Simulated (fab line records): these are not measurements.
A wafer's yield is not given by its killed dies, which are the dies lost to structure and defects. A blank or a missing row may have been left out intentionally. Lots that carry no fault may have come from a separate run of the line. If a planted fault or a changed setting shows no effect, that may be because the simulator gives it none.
2 desks looking at one fault | flow sky130 | every desk sees just its own numbers, and what lay behind them comes last

METROLOGY DESK
Lot by lot, what the gauges showed, no matter which tool ran the lot: averages of those sampled wafers that carry a number. Any lot whose mean is over 4 standard deviations away from the usual mean is out of limits and marked OUT; that distance is given in the brackets.
Columns: A = VIA3_OVL at SKY_VIA3_OVL_MEAS_13, usual 0 nm; B = VIA3_W_RS at SKY_VIA3_RS_MEAS_22, usual 0.297 ohm/sq; C = VIA3_W_THK at SKY_VIA3_THK_MEAS_23, usual 401 nm
lot  | first seen here | A   | B     | C
L810 | day 39 07:29    | -10 | 0.297 | 406
L813 | day 40 05:41    | -1  | 0.295 | 405
L825 | day 44 07:44    | -1  | 0.301 | 395
L828 | day 45 00:49    | -1  | 0.291 | 407
L830 | day 45 07:42    | 2   | 0.295 | 403
L832 | day 45 13:52    | 1   | 0.293 | 405
This desk found nothing out of limits on any of the 6 lots.

THE TOOL OWNER'S DESK: pvdSputter-04
The tool's own readings at SKY_METAL4_SPUTTER_00 (material Ti, target thk 15 nm, time 10 s): means of the sampled wafers that have a number, for each lot that ran on this tool. Any lot whose mean is over 4 standard deviations away from the usual mean is out of limits and marked OUT; that distance is given in the brackets.
Columns: A = throttleValvePct at SKY_METAL4_SPUTTER_00, usual 29.8 %
lot  | first seen here | A
L810 | day 39 08:55    | 29.1
L825 | day 44 09:46    | 29.3
L828 | day 45 02:13    | 29.9
This desk found nothing out of limits on any of the 3 lots.

BROUGHT TOGETHER
At the metrology desk, nothing out of limits was observed.
The tool owner's desk saw nothing out of limits.

WHAT WAS PUT IN BY THE SIMULATOR
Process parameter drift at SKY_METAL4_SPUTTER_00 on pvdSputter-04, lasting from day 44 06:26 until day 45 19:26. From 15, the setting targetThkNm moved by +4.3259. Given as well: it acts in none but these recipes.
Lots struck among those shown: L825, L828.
